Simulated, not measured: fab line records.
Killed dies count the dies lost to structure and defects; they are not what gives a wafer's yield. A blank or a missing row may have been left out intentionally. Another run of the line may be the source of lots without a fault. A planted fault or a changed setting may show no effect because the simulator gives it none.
Which of the tools did it? / flow gf180mcu / Sampling: 13 lots, 39 wafers, 4 of 602 route steps

## WHAT EACH GAUGE READ, for each wafer
GF_TOP_METAL_CD_MEAS_14: the cd target is 440 nm.
lot=L502; measured=day 28 02:11; on=cd sem-01; cd nm (nm)=441.3 442.0 442.0
lot=L503; measured=day 28 08:45; on=cd sem-02; cd nm (nm)=443.6 443.1 443.7
lot=L505; measured=day 29 06:33; on=cd sem-01; cd nm (nm)=441.6 439.4 441.1
lot=L506; measured=day 29 07:11; on=cd sem-02; cd nm (nm)=440.6 443.7 440.9
lot=L508; measured=day 30 02:29; on=cd sem-02; cd nm (nm)=440.6 440.7 441.2
lot=L511; measured=day 31 02:09; on=cd sem-02; cd nm (nm)=368.7 424.3 387.1
lot=L518; measured=day 32 12:34; on=cd sem-02; cd nm (nm)=436.0 438.4 437.7
lot=L520; measured=day 32 23:29; on=cd sem-01; cd nm (nm)=440.9 441.1 442.5
lot=L521; measured=day 33 05:37; on=cd sem-01; cd nm (nm)=437.2 438.2 440.0
lot=L522; measured=day 33 08:46; on=cd sem-02; cd nm (nm)=441.8 441.7 441.2
lot=L523; measured=day 33 15:42; on=cd sem-01; cd nm (nm)=440.6 438.6 440.5
lot=L524; measured=day 33 20:28; on=cd sem-02; cd nm (nm)=440.0 438.1 438.9
lot=L525; measured=day 33 23:23; on=cd sem-01; cd nm (nm)=436.7 436.7 436.9

GF_TOP_METAL_OVL_MEAS_15.
lot=L502; measured=day 28 02:18; on=overlay-01; TOP_METAL_OVL (nm)=2.5 3.0 0.7
lot=L503; measured=day 28 08:51; on=overlay-01; TOP_METAL_OVL (nm)=2.3 1.4 1.6
lot=L505; measured=day 29 06:40; on=overlay-01; TOP_METAL_OVL (nm)=0.0 -1.1 0.6
lot=L506; measured=day 29 07:18; on=overlay-02; TOP_METAL_OVL (nm)=-1.1 0.1 -0.4
lot=L508; measured=day 30 02:36; on=overlay-01; TOP_METAL_OVL (nm)=-1.1 -1.3 -1.0
lot=L511; measured=day 31 02:15; on=overlay-01; TOP_METAL_OVL (nm)=0.3 0.0 1.0
lot=L518; measured=day 32 12:41; on=overlay-01; TOP_METAL_OVL (nm)=0.4 0.3 -1.2
lot=L520; measured=day 32 23:36; on=overlay-02; TOP_METAL_OVL (nm)=-3.6 -3.5 -1.8
lot=L521; measured=day 33 05:43; on=overlay-02; TOP_METAL_OVL (nm)=-2.6 -0.9 1.1
lot=L522; measured=day 33 08:53; on=overlay-01; TOP_METAL_OVL (nm)=2.0 0.8 2.3
lot=L523; measured=day 33 15:48; on=overlay-01; TOP_METAL_OVL (nm)=1.4 0.6 -1.8
lot=L524; measured=day 33 20:35; on=overlay-02; TOP_METAL_OVL (nm)=-2.4 -2.7 -1.5
lot=L525; measured=day 33 23:28; on=overlay-01; TOP_METAL_OVL (nm)=-0.5 0.7 1.5

## WHAT TOOL EACH LOT RAN ON (gives the tool, then ch and the chambers of the sampled wafers, and finally the start)
lot=L502; GF_MIM_STRIP_20=plasma asher-01 ch 0,1, day 25 07:42; GF_TOP_METAL_EXPOSE_11=iline stepper-02 ch 0, day 27 16:33
lot=L503; GF_MIM_STRIP_20=plasma asher-01 ch 1, day 25 16:32; GF_TOP_METAL_EXPOSE_11=iline stepper-02 ch 0, day 27 23:00
lot=L505; GF_MIM_STRIP_20=plasma asher-03 ch 0,1, day 26 09:24; GF_TOP_METAL_EXPOSE_11=iline stepper-02 ch 0, day 28 20:53
lot=L506; GF_MIM_STRIP_20=plasma asher-01 ch 0,1, day 26 15:51; GF_TOP_METAL_EXPOSE_11=iline stepper-02 ch 0, day 28 21:50
lot=L508; GF_MIM_STRIP_20=plasma asher-03 ch 0,1, day 27 13:32; GF_TOP_METAL_EXPOSE_11=iline stepper-01 ch 0, day 29 17:07
lot=L511; GF_MIM_STRIP_20=plasma asher-03 ch 0,1, day 28 14:23; GF_TOP_METAL_EXPOSE_11=iline stepper-02 ch 0, day 30 17:12
lot=L518; GF_MIM_STRIP_20=plasma asher-02 ch 0,1, day 30 05:41; GF_TOP_METAL_EXPOSE_11=iline stepper-01 ch 0, day 32 04:53
lot=L520; GF_MIM_STRIP_20=plasma asher-01 ch 0,1, day 30 17:20; GF_TOP_METAL_EXPOSE_11=iline stepper-01 ch 0, day 32 16:02
lot=L521; GF_MIM_STRIP_20=plasma asher-02 ch 0,1, day 30 23:41; GF_TOP_METAL_EXPOSE_11=iline stepper-02 ch 0, day 32 21:29
lot=L522; GF_MIM_STRIP_20=plasma asher-03 ch 0, day 31 04:32; GF_TOP_METAL_EXPOSE_11=iline stepper-02 ch 0, day 33 01:48
lot=L523; GF_MIM_STRIP_20=plasma asher-02 ch 0,1, day 31 10:38; GF_TOP_METAL_EXPOSE_11=iline stepper-02 ch 0, day 33 08:18
lot=L524; GF_MIM_STRIP_20=plasma asher-03 ch 0,1, day 31 16:56; GF_TOP_METAL_EXPOSE_11=iline stepper-02 ch 0, day 33 12:46
lot=L525; GF_MIM_STRIP_20=plasma asher-02 ch 0,1, day 31 19:05; GF_TOP_METAL_EXPOSE_11=iline stepper-02 ch 0, day 33 15:41
- GF_MIM_STRIP_20: strips in O2/N2.
- GF_TOP_METAL_EXPOSE_11: exposes mask MetalTop, target cd 440 nm.

## AS READ BY THE TOOLS THEMSELVES (means over the sampled wafers that have a number; for cases with no such wafer, the mark the record gives instead)
GF_MIM_STRIP_20.
lot=L502; tool=plasma asher-01; drypump motor current A (A)=5.4; heater power w (W)=328; oes product au (a.u.)=0.689; platen temp c (C)=250.03; strip time to endpoint s (s)=11.23
lot=L503; tool=plasma asher-01; drypump motor current A (A)=5.0; heater power w (W)=354; oes product au (a.u.)=0.693; platen temp c (C)=250.02; strip time to endpoint s (s)=11.28
lot=L505; tool=plasma asher-03; drypump motor current A (A)=5.8; heater power w (W)=311; oes product au (a.u.)=0.692; platen temp c (C)=250.07; strip time to endpoint s (s)=11.18
lot=L506; tool=plasma asher-01; drypump motor current A (A)=5.2; heater power w (W)=339; oes product au (a.u.)=0.689; platen temp c (C)=249.90; strip time to endpoint s (s)=11.27
lot=L508; tool=plasma asher-03; drypump motor current A (A)=5.8; heater power w (W)=306; oes product au (a.u.)=0.690; platen temp c (C)=250.05; strip time to endpoint s (s)=11.26
lot=L511; tool=plasma asher-03; drypump motor current A (A)=5.9; heater power w (W)=309; oes product au (a.u.)=0.688; platen temp c (C)=250.04; strip time to endpoint s (s)=11.23
lot=L518; tool=plasma asher-02; drypump motor current A (A)=5.8; heater power w (W)=331; oes product au (a.u.)=0.691; platen temp c (C)=249.90; strip time to endpoint s (s)=11.20
lot=L520; tool=plasma asher-01; drypump motor current A (A)=5.2; heater power w (W)=339; oes product au (a.u.)=0.693; platen temp c (C)=249.93; strip time to endpoint s (s)=11.26
lot=L521; tool=plasma asher-02; drypump motor current A (A)=5.9; heater power w (W)=324; oes product au (a.u.)=0.688; platen temp c (C)=249.98; strip time to endpoint s (s)=11.20
lot=L522; tool=plasma asher-03; drypump motor current A (A)=5.7; heater power w (W)=315; oes product au (a.u.)=0.695; platen temp c (C)=250.01; strip time to endpoint s (s)=11.26
lot=L523; tool=plasma asher-02; drypump motor current A (A)=6.2; heater power w (W)=346; oes product au (a.u.)=0.696; platen temp c (C)=250.15; strip time to endpoint s (s)=11.25
lot=L524; tool=plasma asher-03; drypump motor current A (A)=5.8; heater power w (W)=310; oes product au (a.u.)=0.694; platen temp c (C)=250.17; strip time to endpoint s (s)=11.23
lot=L525; tool=plasma asher-02; drypump motor current A (A)=5.9; heater power w (W)=330; oes product au (a.u.)=0.696; platen temp c (C)=250.20; strip time to endpoint s (s)=11.27

GF_TOP_METAL_EXPOSE_11.
lot=L502; tool=iline stepper-02; exposure dose mJ cm2=169.82
lot=L503; tool=iline stepper-02; exposure dose mJ cm2=169.66
lot=L505; tool=iline stepper-02; exposure dose mJ cm2=169.75
lot=L506; tool=iline stepper-02; exposure dose mJ cm2=169.91
lot=L508; tool=iline stepper-01; exposure dose mJ cm2=169.86
lot=L511; tool=iline stepper-02; exposure dose mJ cm2=164.94
lot=L518; tool=iline stepper-01; exposure dose mJ cm2=169.65
lot=L520; tool=iline stepper-01; exposure dose mJ cm2=170.04
lot=L521; tool=iline stepper-02; exposure dose mJ cm2=169.82
lot=L522; tool=iline stepper-02; exposure dose mJ cm2=169.58
lot=L523; tool=iline stepper-02; exposure dose mJ cm2=169.80
lot=L524; tool=iline stepper-02; exposure dose mJ cm2=169.82
lot=L525; tool=iline stepper-02; exposure dose mJ cm2=169.59

## THE ANSWER, worked out from the rows above alone
Rule: the usual values come from the lots themselves. Put in order of their means at a reading, lots are off if they are a third of the lots or fewer, leave a main group of 4 or more, and stand apart from it by a gap of 3 or more times the standard deviation of the main group's means; of several such gaps the widest counts. The tables above print the reading to a certain number of digits; a main group whose means all agree to those digits is not used. Also off: a lot with no number at a reading for which 4 or more lots have one. All remaining lots with rows at the step are treated as sound. First the gauges in route order, then the tools' own readings, where a lot's mean is used as printed above. The first step at which some lot is off is used, and at that step the reading that is off furthest; a lot without a number counts as furthest.
Off at GF_TOP_METAL_CD_MEAS_14 (cd nm): L511. For the main group the mean is 440.3 nm and the standard deviation 1.9.
A tool fits if, at a process step before that reading, it ran every lot that is off, and no sound lot after the first of them. Not tried: the gauges at GF_TOP_METAL_CD_MEAS_14; whatever is off there is also off at GF_TOP_METAL_EXPOSE_11, on other tools, and gauge error can't account for it. Of those tried, none fits.

## WHAT THE SIMULATOR HAD INSERTED
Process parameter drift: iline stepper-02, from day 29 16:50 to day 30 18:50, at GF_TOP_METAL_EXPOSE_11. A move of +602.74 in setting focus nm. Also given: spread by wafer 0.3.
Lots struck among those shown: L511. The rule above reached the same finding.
